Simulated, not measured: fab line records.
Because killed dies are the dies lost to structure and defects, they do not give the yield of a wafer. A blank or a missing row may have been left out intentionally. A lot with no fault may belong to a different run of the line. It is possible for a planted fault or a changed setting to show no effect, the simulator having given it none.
What tool caused it? + flow sky130 + 12 lots (36 wafers sampled), 1 step of a 708-step route

WHAT EACH GAUGE READ, for each wafer
SKY_FIELD_ISO_BOW_MEAS_00.
| lot  | measured    | on            | INCOMING_BOW (um) |
|------|-------------|---------------|-------------------|
| L075 | day 1 15:01 | film_metro-04 | -3 -4 -1          |
| L077 | day 2 01:02 | film_metro-01 | -1 -2 5           |
| L079 | day 2 11:01 | film_metro-01 | -7 1 7            |
| L081 | day 2 21:00 | film_metro-04 | -6 3 -2           |
| L083 | day 3 07:02 | film_metro-03 | -2 3 2            |
| L085 | day 3 17:00 | film_metro-01 | 3 9 4             |
| L087 | day 4 03:01 | film_metro-01 | -7 -5 -10         |
| L089 | day 4 13:00 | film_metro-03 | -2 1 1            |
| L091 | day 4 23:00 | film_metro-01 | 2 5 3             |
| L093 | day 5 09:00 | film_metro-01 | -1 -2 4           |
| L095 | day 5 19:00 | film_metro-03 | -4 -5 2           |
| L097 | day 6 05:00 | film_metro-04 | 5 -4 -7           |

WHICH TOOL RAN EACH LOT (tool, then ch and the chambers of the sampled wafers, then the start)
Record: no process step prior to these readings.

THE ANSWER, worked out from the rows above alone
Rule: the usual values come from the lots themselves. Put in order of their means at a reading, lots are off if they are a third of the lots or fewer, leave a main group of 4 or more, and stand apart from it by a gap of 3 or more times the standard deviation of the main group's means; of several such gaps the widest counts. A main group is skipped when, at the precision printed for the reading in the tables above, its means are all equal. A lot without any number at a reading at which 4 lots or more have one is off too. Where the step has rows for the other lots, those lots are counted as sound.
None of the lots is off at any reading shown; this tells nothing.

WHAT THE SIMULATOR PUT IN
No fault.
